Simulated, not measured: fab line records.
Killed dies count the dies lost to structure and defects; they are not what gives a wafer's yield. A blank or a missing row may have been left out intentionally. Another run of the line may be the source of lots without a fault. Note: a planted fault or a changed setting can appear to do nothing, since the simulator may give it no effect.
Chamber matching + flow sky130 + 4 sister chambers for SKY_VIA1_CMP_02 on cmp-02
The step polishes SiO2. 30 wafers are shown with their chamber, then 12 later ones without.

== EACH WAFER AND ITS CHAMBER ==
| wafer  | chamber | motor_current_A (A) |
|--------|---------|---------------------|
| L074.2 | 0       | 12.7                |
| L074.3 | 2       | 10.8                |
| L074.4 | 3       | 11.3                |
| L075.2 | 3       | 11.2                |
| L075.3 | 1       | 11.0                |
| L075.4 | 2       | 10.9                |
| L077.1 | 1       | 11.0                |
| L077.4 | 3       | 12.2                |
| L077.6 | 0       | 12.7                |
| L079.1 | 0       | 12.4                |
| L079.2 | 3       | 11.9                |
| L079.6 | 2       | 11.1                |
| L078.1 | 2       | 10.9                |
| L078.3 | 3       | 11.5                |
| L078.6 | 3       | 11.4                |
| L081.2 | 2       | 10.6                |
| L081.5 | 0       | 13.7                |
| L081.6 | 3       | 12.1                |
| L083.1 | 2       | 11.2                |
| L083.2 | 1       | 12.0                |
| L083.5 | 2       | 10.9                |
| L082.1 | 0       | 13.0                |
| L082.2 | 3       | 11.4                |
| L082.3 | 2       | 10.6                |
| L085.1 | 2       | 10.4                |
| L085.3 | 1       | 11.1                |
| L085.4 | 0       | 12.6                |
| L088.1 | 0       | 13.4                |
| L088.3 | 1       | 10.5                |
| L088.6 | 3       | 11.3                |

SIGNATURES (averages over the wafers above)
| reading         | chamber 0 | chamber 1 | chamber 2 | chamber 3 | scatter within a chamber |
|-----------------|-----------|-----------|-----------|-----------|--------------------------|
| motor_current_A | 12.929    | 11.120    | 10.822    | 11.589    | 0.399                    |
Rule: a wafer's distance from a chamber is the root of the sum, over the readings, of the square of ((its reading less the chamber's mean) divided by the reading's scatter). The wafer belongs to the nearest chamber; if the next one is less than 2 further off, it can't be placed. The scatter is the square root of a quotient: the sum, over the shown wafers, of each reading's squared deviation from its chamber's mean, divided by wafers minus chambers.

== WAFERS WITHOUT THEIR CHAMBER ==
| wafer  | motor_current_A (A) |
|--------|---------------------|
| L089.1 | 11.6                |
| L089.3 | 12.0                |
| L089.6 | 11.4                |
| L091.3 | 13.2                |
| L091.4 | 10.6                |
| L091.5 | 10.6                |
| L093.3 | 10.2                |
| L093.4 | 11.1                |
| L093.5 | 12.7                |
| L095.1 | 12.6                |
| L095.5 | 12.2                |
| L095.6 | 11.3                |

== THE CHAMBER EACH PASSED THROUGH ==
| wafer  | from the rows above               | in truth |
|--------|-----------------------------------|----------|
| L089.1 | can't be placed: 3 or 1 or 2      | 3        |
| L089.3 | can't be placed: 3 or 1 or 0 or 2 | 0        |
| L089.6 | can't be placed: 3 or 1 or 2      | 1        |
| L091.3 | 0                                 | 0        |
| L091.4 | can't be placed: 2 or 1 or 3      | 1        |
| L091.5 | can't be placed: 2 or 1 or 3      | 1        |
| L093.3 | can't be placed: 2 or 1 or 3      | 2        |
| L093.4 | can't be placed: 1 or 2 or 3      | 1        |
| L093.5 | 0                                 | 0        |
| L095.1 | can't be placed: 0 or 3           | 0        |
| L095.5 | can't be placed: 3 or 0 or 1 or 2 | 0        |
| L095.6 | can't be placed: 1 or 3 or 2      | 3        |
Correct placement for 2 of the 12. Not placeable from these rows: 10 (in 10, the candidates include the true chamber). Number placed wrongly: 0.
